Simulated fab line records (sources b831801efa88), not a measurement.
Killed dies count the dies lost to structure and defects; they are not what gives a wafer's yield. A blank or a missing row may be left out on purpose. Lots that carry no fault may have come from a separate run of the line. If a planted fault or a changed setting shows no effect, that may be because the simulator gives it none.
fab line records	flow sky130
record: lots: 12	wafers: 36	last_day: 50
route steps=708 shown FIELD_ISO@24 DNWELL@43 NWELL@67 VT_ADJUST_NCORE@122 PAD_OPEN@708
lots untouched by any fault: they come from a run of this same line in which no faults occurred
start_h: start of the lot's first displayed wafer, in hours after the record's first day	wait_h: time in hours since the lot's previous step	" same as the row above	L1.1+2: a row that stands for several wafers	- either no value or no given start	* or withheld: withheld	< > ~ a bound
route shown NAME@n: a module of which the file shows steps, and the number in the route of the first	usual: mean and standard deviation over wafers with no fault	same: alike in all rows	chamber/n: place in a boat	sites: each site's reading	_std_site: the values' standard deviation	_edge_site: the outer-site mean with the inner-site mean subtracted	radius_mm: for every site, how far away it sits from the centre of the wafer	mask NAME#n: copy n	behind: the last tool/chamber to shape the wafer	hold: reason for holding the lot/hours on hold/outcome of the hold	device: whichever transistor did not switch (one of n, p or np)	end of line: tests of these same wafers at the route's end	for a step that has no rows: nothing shown but its recipe	killed: at the first sort, the dies lost to defects and structure; wafer yield is something else	map: shows each die of a wafer: x if killed, . if not, _ if none is there
set.NAME: the setting the step ran with; set.NAME@STEP: the setting that earlier step ran with	model.NAME: the simulator's own value behind a step, which no gauge read
the route's steps for a sample of lots (tables are steps, rows are wafers)
services: from which hour (start_h, from the record's first day; less than 0 if before it) a tool's chamber was out of use, for how many hours, and why
== steps ==
step: SKY_FIELD_ISO_THK_MEAS_23
recipe: reads: SiO2_of_FIELD_ISO_OXIDATION_22
usual: FIELD_ISO_OXIDATION_01_THK: 9.92/0.21
lot.wafer	tool	chamber	start_h	wait_h	FIELD_ISO_OXIDATION_01_THK[nm]
L189.2	film_metro-01	-	32.97	0.0	10.08
L189.3	"	-	"	"	10.18
L189.6	"	-	"	"	10.24
L191.1	film_metro-01	-	42.52	0.0	9.94
L191.4	"	-	"	"	9.82
L191.5	"	-	"	"	9.81
L192.4	film_metro-03	-	48.94	0.0	9.67
L192.5	"	-	"	"	9.82
L192.6	"	-	"	"	9.60
L197.1	film_metro-04	-	77.81	0.0	9.48
L197.3	"	-	"	"	9.47
L197.6	"	-	"	"	9.67
L199.4	film_metro-04	-	82.83	0.0	9.71
L199.5	"	-	"	"	9.82
L199.6	"	-	"	"	10.02
L202.3	film_metro-01	-	100.79	0.0	10.01
L202.5	"	-	"	"	10.02
L202.6	"	-	"	"	10.05
L203.1	film_metro-01	-	103.07	0.0	10.04
L203.2	"	-	"	"	9.90
L203.3	"	-	"	"	10.06
L208.1	film_metro-03	-	130.66	0.0	9.86
L208.2	"	-	"	"	9.78
L208.3	"	-	"	"	9.81
L209.4	film_metro-03	-	134.28	0.0	10.08
L209.5	"	-	"	"	9.89
L209.6	"	-	"	"	10.04
L210.3	film_metro-01	-	142.95	0.0	10.06
L210.5	"	-	"	"	10.21
L210.6	"	-	"	"	9.98
L211.2	film_metro-03	-	145.46	0.0	10.36
L211.4	"	-	"	"	10.36
L211.5	"	-	"	"	10.13
L212.2	film_metro-04	-	151.84	0.0	10.16
L212.4	"	-	"	"	10.16
L212.6	"	-	"	"	9.94
step: SKY_DNWELL_STRIP_08
recipe: chemistry: O2/N2	power_w: 1400	pressure_mtorr: 1500	platen_temp_c: withheld	o2_flow_sccm: 3000	n2_flow_sccm: 304.5	overash_fraction: 0.5
usual: drypump_motor_current_A: 5.7/0.42	o2_flow_sccm: 3000/10	oes_product_au: 0.723/0.0043	strip_time_to_endpoint_s: 36.89/0.11
lot.wafer	tool	chamber	start_h	wait_h	drypump_motor_current_A	o2_flow_sccm	oes_product_au	rf_hours_counter_h	strip_time_to_endpoint_s
L189.2	plasma_asher-04	0	53.40	0.1	5.6	2988	0.726	25	36.88
L189.3	"	1	"	"	6.3	3003	0.723	-	36.97
L189.6	"	1	"	"	6.3	3003	0.725	-	36.84
L191.1	plasma_asher-02	1	63.46	0.1	6.2	2991	0.728	39	36.89
L191.4	"	0	"	"	5.3	2987	0.723	-	36.74
L191.5	"	1	"	"	6.2	2992	0.721	-	36.78
L192.4	plasma_asher-04	0	71.00	0.1	5.6	3000	0.724	-	36.87
L192.5	"	0	"	"	5.6	2997	0.719	-	36.96
L192.6	"	1	"	"	6.3	2996	0.724	-	36.70
L197.1	plasma_asher-04	1	99.51	0.1	6.4	3005	0.716	29	36.87
L197.3	"	0	"	"	5.6	2994	0.724	-	36.79
L197.6	"	0	"	"	5.6	2986	0.724	-	36.87
L199.4	plasma_asher-02	1	105.20	0.1	6.1	3003	0.719	-	36.95
L199.5	"	0	"	"	5.2	3022	0.718	-	37.05
L199.6	"	1	"	"	6.1	3016	0.709	-	37.00
L202.3	plasma_asher-02	1	123.48	0.1	6.2	3006	0.727	-	36.65
L202.5	"	0	"	"	5.3	2990	0.717	-	36.76
L202.6	"	1	"	"	6.2	2994	0.722	-	36.84
L203.1	plasma_asher-03	0	126.56	0.1	5.7	3011	0.720	43	36.86
L203.2	"	1	"	"	5.3	3002	0.717	43	36.85
L203.3	"	1	"	"	5.3	3002	0.728	-	36.75
L208.1	plasma_asher-03	1	153.68	0.1	5.3	2997	0.721	46	36.83
L208.2	"	0	"	"	5.7	3008	0.722	46	36.88
L208.3	"	0	"	"	5.7	3016	0.725	-	36.79
L209.4	plasma_asher-02	0	162.48	0.1	5.2	2976	0.727	-	37.15
L209.5	"	1	"	"	6.1	3008	0.721	-	36.87
L209.6	"	0	"	"	5.3	3001	0.723	-	37.05
L210.3	plasma_asher-02	1	168.56	0.1	6.1	2986	0.721	-	36.88
L210.5	"	0	"	"	5.3	3006	0.720	-	36.86
L210.6	"	1	"	"	6.2	2998	0.715	-	36.93
L211.2	plasma_asher-04	1	170.98	0.1	6.3	2986	0.725	37	37.05
L211.4	"	0	"	"	5.6	3006	0.721	-	37.14
L211.5	"	0	"	"	5.6	3015	0.721	-	37.05
L212.2	plasma_asher-04	1	175.76	0.1	6.3	2996	0.723	37	36.85
L212.4	"	0	"	"	5.6	2992	0.723	-	36.93
L212.6	"	0	"	"	5.6	2990	0.720	-	37.04
step: SKY_NWELL_STRIP_14
recipe: chemistry: O2/N2	power_w: 1400	pressure_mtorr: 1500	platen_temp_c: withheld	o2_flow_sccm: 3000	n2_flow_sccm: 300	overash_fraction: 0.5
usual: drypump_motor_current_A: 5.6/0.34	o2_flow_sccm: 3001/9.7	oes_product_au: 0.722/0.0047	strip_time_to_endpoint_s: 36.95/0.1
lot.wafer	tool	chamber	start_h	wait_h	drypump_motor_current_A	o2_flow_sccm	oes_product_au	rf_hours_counter_h	strip_time_to_endpoint_s
L189.2	plasma_asher-01	0	86.48	0.1	5.3	2996	0.719	40	36.93
L189.3	"	0	"	"	5.3	2997	0.730	-	36.94
L189.6	"	1	"	"	5.5	3015	0.728	-	36.95
L191.1	plasma_asher-01	0	97.78	0.1	5.4	2996	0.720	41	36.97
L191.4	"	0	"	"	5.4	2995	0.725	-	37.01
L191.5	"	1	"	"	5.5	2992	0.726	-	37.01
L192.4	plasma_asher-04	1	104.91	0.1	6.3	3010	0.721	-	36.88
L192.5	"	1	"	"	6.3	3003	0.723	-	36.93
L192.6	"	0	"	"	5.6	3003	0.724	-	36.92
L197.1	plasma_asher-04	1	137.18	0.1	6.3	3008	0.734	33	37.00
L197.3	"	1	"	"	6.3	3007	0.718	-	37.07
L197.6	"	1	"	"	6.3	3004	0.724	-	37.00
L199.4	plasma_asher-01	1	142.15	0.1	5.5	3008	0.720	-	37.12
L199.5	"	0	"	"	5.3	3004	0.724	-	37.12
L199.6	"	1	"	"	5.5	2999	0.727	-	37.05
L202.3	plasma_asher-04	1	163.55	0.1	6.3	3006	0.723	-	37.07
L202.5	"	1	"	"	6.3	2985	0.722	-	36.86
L202.6	"	0	"	"	5.6	3011	0.718	-	36.99
L203.1	plasma_asher-04	1	166.03	0.1	6.4	3004	0.727	36	37.11
L203.2	"	0	"	"	5.6	2995	0.718	36	37.19
L203.3	"	1	"	"	6.3	2981	0.728	-	36.99
L208.1	plasma_asher-04	1	195.23	0.1	6.4	2998	0.715	39	37.00
L208.2	"	0	"	"	5.6	2999	0.726	39	37.06
L208.3	"	0	"	"	5.6	2996	0.722	-	37.10
L209.4	plasma_asher-04	1	203.41	0.1	6.3	3003	0.723	-	37.03
L209.5	"	1	"	"	6.3	3019	0.726	-	37.01
L209.6	"	0	"	"	5.6	3005	0.722	-	37.07
L210.3	plasma_asher-01	1	209.71	0.1	5.5	3013	0.724	-	36.75
L210.5	"	0	"	"	5.3	2991	0.721	-	36.86
L210.6	"	1	"	"	5.5	3020	0.714	-	36.79
L211.2	plasma_asher-03	0	212.87	0.1	5.7	3017	0.723	52	37.01
L211.4	"	0	"	"	5.7	3002	0.719	-	37.06
L211.5	"	0	"	"	5.7	3012	0.719	-	37.06
L212.2	plasma_asher-01	0	218.42	0.1	5.4	2999	0.721	53	36.94
L212.4	"	0	"	"	5.4	3006	0.721	-	36.83
L212.6	"	1	"	"	5.5	2997	0.730	-	37.06
step: SKY_VT_ADJUST_NCORE_SOFTBAKE_03
recipe: temp_c: 90	time_s: 60	resist: NOVOLAK
usual: heater_power_total_W: 56.59/0.045	plate_temp_C: 90.02/0.12
lot.wafer	tool	chamber	start_h	wait_h	heater_power_total_W	plate_temp_C
L189.2	litho_track-01	0	171.39	0.1	56.58	89.98
L189.3	"	0	"	"	56.62	90.19
L189.6	"	0	"	"	56.63	90.02
L191.1	litho_track-03	0	183.83	0.1	56.50	90.00
L191.4	"	0	"	"	56.56	89.92
L191.5	"	0	"	"	56.60	89.89
L192.4	litho_track-04	0	193.72	0.1	56.61	90.10
L192.5	"	0	"	"	56.63	89.91
L192.6	"	0	"	"	56.59	89.92
L197.1	litho_track-03	0	231.03	0.1	56.60	90.25
L197.3	"	0	"	"	56.64	90.33
L197.6	"	0	"	"	56.54	89.96
L199.4	litho_track-01	0	237.44	0.1	57.22	90.81
L199.5	"	0	"	"	57.12	90.75
L199.6	"	0	"	"	57.17	90.79
L202.3	litho_track-01	0	262.26	0.1	57.31	90.97
L202.5	"	0	"	"	57.22	90.77
L202.6	"	0	"	"	57.26	90.82
L203.1	litho_track-03	0	264.53	0.1	56.57	89.97
L203.2	"	0	"	"	56.59	90.11
L203.3	"	0	"	"	56.68	90.22
L208.1	litho_track-03	0	301.43	0.1	56.64	89.99
L208.2	"	0	"	"	56.65	89.86
L208.3	"	0	"	"	56.55	89.95
L209.4	litho_track-03	0	311.25	0.1	56.63	90.12
L209.5	"	0	"	"	56.67	90.22
L209.6	"	0	"	"	56.47	90.01
L210.3	litho_track-03	0	317.98	0.1	56.48	89.97
L210.5	"	0	"	"	56.50	89.99
L210.6	"	0	"	"	56.56	89.88
L211.2	litho_track-03	0	322.45	0.1	56.57	90.21
L211.4	"	0	"	"	56.58	90.17
L211.5	"	0	"	"	56.66	90.01
L212.2	litho_track-03	0	328.90	0.1	56.63	90.04
L212.4	"	0	"	"	56.63	90.00
L212.6	"	0	"	"	56.63	89.96
step: SKY_PAD_OPEN_PROBE_99
usual: killed_at_M0_to_M3: 44/6.3	killed_at_M4_up: 3.1/2	killed_at_contacts: 24/4.8	killed_at_front_end: 15/4.6	killed_at_other: 0.2/0.51	killed_dies: 87/8.4	killed_open: 48/6.4	killed_short: 39/5.9
same: gross_dies: 492	killed_at_back_side: 0
lot.wafer	tool	chamber	start_h	wait_h	killed_at_M0_to_M3	killed_at_M4_up	killed_at_contacts	killed_at_front_end	killed_at_other	killed_dies	killed_open	killed_short
L189.2	prober-02	-	1070.57	0.1	39	7	19	9	0	74	45	29
L189.3	prober-02	-	1070.62	0.2	42	4	25	14	1	86	48	38
L189.6	prober-02	-	1070.77	0.2	49	3	14	15	0	81	47	34
L199.4	prober-02	-	1137.80	0.2	54	5	18	26	0	103	50	53
L199.5	prober-02	-	1137.85	0.2	45	4	23	16	0	88	50	38
L199.6	prober-02	-	1137.90	0.2	45	0	17	11	1	74	46	28
L202.3	prober-01	-	1152.31	0.2	43	3	19	12	1	78	39	39
L202.5	prober-01	-	1152.41	0.2	50	2	29	10	2	93	53	40
L202.6	prober-01	-	1152.46	0.2	41	4	26	16	0	87	50	37
L209.4	prober-02	-	1188.10	0.2	40	6	19	15	0	80	41	39
L209.5	prober-02	-	1188.15	0.2	30	1	26	12	0	69	43	26
L209.6	prober-02	-	1188.20	0.2	40	4	23	18	0	85	37	48
L211.2	prober-01	-	1197.85	0.1	45	5	28	10	0	88	46	42
L211.4	prober-01	-	1197.95	0.2	38	5	19	16	0	78	39	39
L211.5	prober-01	-	1198.00	0.2	46	4	17	17	0	84	43	41
killed by level:class
L189.2 CONTACT:geometric_particle:open=10 VIA1:geometric_particle:open=10 VIA3:geometric_particle:open=7 METAL2:geometric_particle:short=5 VIA2:geometric_particle:open=5 METAL1:geometric_particle:short=4 VIA2:geometric_particle:short=4 METAL4:geometric_particle:short=4
L189.3 VIA1:geometric_particle:open=13 LI_CONTACT:geometric_particle:open=8 CONTACT:geometric_particle:open=7 VIA3:geometric_particle:open=6 METAL1:geometric_particle:short=6 FIELD_ISO:geometric_particle:open=5 LI_CONTACT:geometric_particle:short=5 METAL2:geometric_particle:short=5
L189.6 VIA1:geometric_particle:open=14 VIA3:geometric_particle:open=8 LI_CONTACT:geometric_particle:open=5 VIA2:geometric_particle:open=4 METAL1:geometric_particle:short=4 VIA3:geometric_particle:short=4 FIELD_ISO:geometric_particle:open=3 FIELD_ISO:geometric_particle:short=3
L199.4 VIA1:geometric_particle:open=20 VIA3:geometric_particle:short=7 POLY_GATE:geometric_particle:short=6 LI_CONTACT:geometric_particle:open=6 VIA1:geometric_particle:short=6 LOCAL_INTERCONNECT:geometric_particle:short=5 VIA3:geometric_particle:open=5 SONOS_ONO:geometric_particle:short=4
L199.5 CONTACT:geometric_particle:open=10 VIA3:geometric_particle:open=9 VIA1:geometric_particle:open=9 METAL2:geometric_particle:short=7 LI_CONTACT:geometric_particle:open=6 POLY_GATE:geometric_particle:short=5 CONTACT:geometric_particle:short=5 VIA1:geometric_particle:short=5
L199.6 VIA1:geometric_particle:open=10 VIA2:geometric_particle:open=7 LI_CONTACT:geometric_particle:open=6 CONTACT:geometric_particle:open=6 VIA3:geometric_particle:short=5 VIA3:geometric_particle:open=5 FIELD_ISO:geometric_particle:open=4 VIA1:geometric_particle:short=4
L202.3 VIA1:geometric_particle:open=8 VIA2:geometric_particle:open=8 VIA1:geometric_particle:short=8 LOCAL_INTERCONNECT:geometric_particle:short=6 VIA3:geometric_particle:open=6 METAL1:geometric_particle:short=5 FIELD_ISO:geometric_particle:open=4 CONTACT:geometric_particle:open=4
L202.5 VIA1:geometric_particle:open=14 CONTACT:geometric_particle:open=12 VIA1:geometric_particle:short=10 LI_CONTACT:geometric_particle:open=9 VIA3:geometric_particle:open=9 SPACER:geometric_particle:open=4 LI_CONTACT:geometric_particle:short=4 METAL1:geometric_particle:short=4
L202.6 VIA1:geometric_particle:open=12 METAL1:geometric_particle:short=8 LI_CONTACT:geometric_particle:open=7 CONTACT:geometric_particle:open=7 CONTACT:geometric_particle:short=5 VIA3:geometric_particle:open=5 POLY_GATE:geometric_particle:open=4 LOCAL_INTERCONNECT:geometric_particle:open=4
L209.4 VIA1:geometric_particle:open=10 CONTACT:geometric_particle:open=7 CONTACT:geometric_particle:short=7 FIELD_ISO:geometric_particle:open=5 VIA2:geometric_particle:open=5 VIA3:geometric_particle:open=5 VIA1:geometric_particle:short=4 METAL3:geometric_particle:short=4
L209.5 CONTACT:geometric_particle:open=10 VIA2:geometric_particle:open=8 LI_CONTACT:geometric_particle:open=6 METAL1:geometric_particle:short=5 VIA1:geometric_particle:open=4 POLY_GATE:geometric_particle:open=4 LOCAL_INTERCONNECT:geometric_particle:short=4 VIA3:geometric_particle:open=4
L209.6 METAL2:geometric_particle:short=9 CONTACT:geometric_particle:open=7 VIA3:geometric_particle:open=7 FIELD_ISO:geometric_particle:short=6 CONTACT:geometric_particle:short=6 VIA1:geometric_particle:open=6 POLY_GATE:geometric_particle:short=5 LI_CONTACT:geometric_particle:open=5
L211.2 VIA1:geometric_particle:open=13 CONTACT:geometric_particle:open=8 LI_CONTACT:geometric_particle:open=6 LOCAL_INTERCONNECT:geometric_particle:short=6 VIA1:geometric_particle:short=5 POLY_GATE:geometric_particle:open=4 LI_CONTACT:geometric_particle:short=4 CONTACT:geometric_particle:short=4
L211.4 FIELD_ISO:geometric_particle:short=10 CONTACT:geometric_particle:open=9 VIA1:geometric_particle:open=7 VIA3:geometric_particle:open=7 METAL1:geometric_particle:short=6 VIA1:geometric_particle:short=5 VIA2:geometric_particle:open=5 CONTACT:geometric_particle:short=4
L211.5 VIA1:geometric_particle:open=12 LOCAL_INTERCONNECT:geometric_particle:short=6 METAL2:geometric_particle:short=6 CONTACT:geometric_particle:open=5 VIA2:geometric_particle:open=5 POLY_GATE:geometric_particle:short=4 METAL1:geometric_particle:short=4 VIA1:geometric_particle:short=4
== services ==
tool	chamber	start_h	hours	kind
plasma_asher-01	-	58.50	1.2	repair
plasma_asher-02	-	108.75	9.0	pm
plasma_asher-02	0	108.75	9.0	vent_cycle
plasma_asher-02	1	108.75	9.0	vent_cycle
plasma_asher-04	-	117.56	2.8	pm
plasma_asher-02	0	117.75	-	clean
plasma_asher-02	1	117.75	-	clean
plasma_asher-02	-	135.73	6.5	repair
plasma_asher-01	-	153.29	2.8	pm
plasma_asher-03	-	258.69	12.5	repair
plasma_asher-02	-	303.91	1.5	repair
== key ==
first_sign: step: SKY_VT_ADJUST_NCORE_SOFTBAKE_03	reading: heater_power_total_W	direction: up	sigmas: 14	usual: *	struck: *
effect: step: SKY_VT_ADJUST_NCORE_SOFTBAKE_03	reading: plate_temp_C	direction: up	sigmas: 6.5	usual: *	struck: *
met_at SKY_VT_ADJUST_NCORE_SOFTBAKE_03
struck_lots L199,L202
tester_left_out L199,L202
not_acting_at SKY_FIELD_ISO_THK_MEAS_23,SKY_DNWELL_STRIP_08,SKY_NWELL_STRIP_14
onset_between 171.39 237.44
fault: kind: process_parameter_drift	tool: litho_track-01	chamber: -	onset_h: 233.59	steps: SKY_VT_ADJUST_NCORE_SOFTBAKE_03	channel: temp_c	offset: *	shape: step	end_h: 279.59	acts_in: *	stated: *
tester_left_out: of these lots the tester's yield and bins aren't shown, on N5 and GAA mostly nor the transistor test; their killed dies are dies lost to structure and defects alone, not to doping, threshold or leakage, so they don't give the yield
